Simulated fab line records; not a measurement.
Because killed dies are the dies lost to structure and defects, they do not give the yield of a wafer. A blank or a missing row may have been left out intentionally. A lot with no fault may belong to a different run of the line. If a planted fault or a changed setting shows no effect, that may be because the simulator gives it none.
Check for tools in common :: flow sky130 :: 12 lots and 36 wafers in the sample

== THE REASON FOR OPENING IT ==
3 of 12 lots carry a flag on the reading NWELL_00_OVL at SKY_NWELL_OVL_MEAS_10. Wafers without a fault read -0.7 nm, standard deviation 1.4.
Rule: a lot is flagged when every wafer of it that has a number lies more than 4 standard deviations from that mean, or none has a number. As for the other lots, they are considered sound.

lot: L317
measured: day 5 13:25
on: overlay-01
NWELL_00_OVL (nm), wafer by wafer: 1.8 -1.2 0.7
flag: 

lot: L320
measured: day 5 13:26
on: overlay-02
NWELL_00_OVL (nm), wafer by wafer: -2.4 -1.1 -1.5
flag: 

lot: L316
measured: day 5 14:24
on: overlay-01
NWELL_00_OVL (nm), wafer by wafer: -2.3 -1.9 -3.0
flag: 

lot: L318
measured: day 5 16:51
on: overlay-01
NWELL_00_OVL (nm), wafer by wafer: 0.9 -1.5 -0.3
flag: 

lot: L319
measured: day 5 17:03
on: overlay-02
NWELL_00_OVL (nm), wafer by wafer: -1.5 -2.9 -1.7
flag: 

lot: L321
measured: day 6 03:49
on: overlay-02
NWELL_00_OVL (nm), wafer by wafer: 2.0 -0.4 0.9
flag: 

lot: L322
measured: day 6 04:09
on: overlay-01
NWELL_00_OVL (nm), wafer by wafer: 287.5 289.4 288.1
flag: FLAGGED

lot: L323
measured: day 6 08:13
on: overlay-01
NWELL_00_OVL (nm), wafer by wafer: 287.5 288.1 285.5
flag: FLAGGED

lot: L325
measured: day 6 21:06
on: overlay-01
NWELL_00_OVL (nm), wafer by wafer: 290.9 290.5 290.2
flag: FLAGGED

lot: L328
measured: day 7 10:42
on: overlay-01
NWELL_00_OVL (nm), wafer by wafer: -2.1 -1.7 -2.2
flag: 

lot: L329
measured: day 7 17:25
on: overlay-01
NWELL_00_OVL (nm), wafer by wafer: 0.2 0.4 -1.5
flag: 

lot: L333
measured: day 8 17:51
on: overlay-01
NWELL_00_OVL (nm), wafer by wafer: -0.8 -2.3 0.1
flag: 
Averaged over the flagged lots the numbers come to 288.6 nm, +289.3 nm from the usual (+99 or more standard deviations).

== WHICH TOOL RAN EACH LOT ==
The record holds 2 process steps before the reading, out of a route of 708 steps. Cell contents, in order: the tool; ch with the chambers the sampled wafers went through; the start.
lot: L317
flag: 
SKY_DNWELL_STRIP_08: plasma-asher-01 ch 0,1, day 4 02:20
SKY_NWELL_EXPOSE_07: iline-stepper-01 ch 0, day 5 04:31

lot: L320
flag: 
SKY_DNWELL_STRIP_08: plasma-asher-01 ch 0,1, day 4 03:30
SKY_NWELL_EXPOSE_07: iline-stepper-02 ch 0, day 5 04:43

lot: L316
flag: 
SKY_DNWELL_STRIP_08: plasma-asher-01 ch 0,1, day 4 03:51
SKY_NWELL_EXPOSE_07: iline-stepper-01 ch 0, day 5 05:49

lot: L318
flag: 
SKY_DNWELL_STRIP_08: plasma-asher-02 ch 1, day 4 05:03
SKY_NWELL_EXPOSE_07: iline-stepper-02 ch 0, day 5 08:03

lot: L319
flag: 
SKY_DNWELL_STRIP_08: plasma-asher-03 ch 0,1, day 4 05:09
SKY_NWELL_EXPOSE_07: iline-stepper-01 ch 0, day 5 08:22

lot: L321
flag: 
SKY_DNWELL_STRIP_08: plasma-asher-02 ch 0,1, day 4 14:41
SKY_NWELL_EXPOSE_07: iline-stepper-02 ch 0, day 5 17:53

lot: L322
flag: FLAGGED
SKY_DNWELL_STRIP_08: plasma-asher-03 ch 0,1, day 4 15:17
SKY_NWELL_EXPOSE_07: iline-stepper-02 ch 0, day 5 18:11

lot: L323
flag: FLAGGED
SKY_DNWELL_STRIP_08: plasma-asher-01 ch 0,1, day 4 18:17
SKY_NWELL_EXPOSE_07: iline-stepper-02 ch 0, day 5 22:46

lot: L325
flag: FLAGGED
SKY_DNWELL_STRIP_08: plasma-asher-02 ch 0,1, day 5 06:50
SKY_NWELL_EXPOSE_07: iline-stepper-02 ch 0, day 6 11:34

lot: L328
flag: 
SKY_DNWELL_STRIP_08: plasma-asher-03 ch 0,1, day 5 20:24
SKY_NWELL_EXPOSE_07: iline-stepper-01 ch 0, day 7 01:21

lot: L329
flag: 
SKY_DNWELL_STRIP_08: plasma-asher-03 ch 0,1, day 6 01:29
SKY_NWELL_EXPOSE_07: iline-stepper-01 ch 0, day 7 06:44

lot: L333
flag: 
SKY_DNWELL_STRIP_08: plasma-asher-01 ch 0,1, day 7 00:12
SKY_NWELL_EXPOSE_07: iline-stepper-01 ch 0, day 8 07:18
What is done by these steps:
- SKY_DNWELL_STRIP_08: strips in O2/N2.
- SKY_NWELL_EXPOSE_07: exposes mask NWM, target cd 840 nm.
- SKY_NWELL_OVL_MEAS_10

== FLAGGED AGAINST TOTAL, ONE TOOL AT A TIME (gauges that did the reading follow at the end) ==
step: SKY_DNWELL_STRIP_08
tool: plasma-asher-01
lots run: 5
flagged: 1
share of the flagged lots: some
sound lots run after its first flagged lot: 1 (L333)

step: SKY_DNWELL_STRIP_08
tool: plasma-asher-02
lots run: 3
flagged: 1
share of the flagged lots: some
sound lots run after its first flagged lot: 0

step: SKY_DNWELL_STRIP_08
tool: plasma-asher-03
lots run: 4
flagged: 1
share of the flagged lots: some
sound lots run after its first flagged lot: 2 (L328,L329)

step: SKY_NWELL_EXPOSE_07
tool: iline-stepper-01
lots run: 6
flagged: 0
share of the flagged lots: none
sound lots run after its first flagged lot: -

step: SKY_NWELL_EXPOSE_07
tool: iline-stepper-02
lots run: 6
flagged: 3
share of the flagged lots: all
sound lots run after its first flagged lot: 0

step: SKY_NWELL_OVL_MEAS_10
tool: overlay-01
lots run: 9
flagged: 3
share of the flagged lots: all
sound lots run after its first flagged lot: 3 (L328,L329,L333)

step: SKY_NWELL_OVL_MEAS_10
tool: overlay-02
lots run: 3
flagged: 0
share of the flagged lots: none
sound lots run after its first flagged lot: -

== WHAT THE TABLE PERMITS ==
iline-stepper-02 at SKY_NWELL_EXPOSE_07 and overlay-01 at SKY_NWELL_OVL_MEAS_10 are the 2 rows of the table that ran each flagged lot.
- iline-stepper-02 at SKY_NWELL_EXPOSE_07: 3 of its 6 lots flagged. A fault beginning between L321 (day 5 17:53), its last sound lot, and L322 (day 5 18:11), its first flagged one, fits the data.
- overlay-01 at SKY_NWELL_OVL_MEAS_10: 3 of its 9 lots flagged. Lots that were sound ran on it after the first flagged one (L328, L329, L333); a persistent fault on the entire tool would not allow that.
Just one tool remains: iline-stepper-02 at SKY_NWELL_EXPOSE_07.

== WHAT WAS PUT IN BY THE SIMULATOR ==
Scanner matching overlay: iline-stepper-02, from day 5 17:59 on, at SKY_NWELL_EXPOSE_07. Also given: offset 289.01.
Struck lots among those shown: L322, L323, L325. The rule given above showed the same thing.
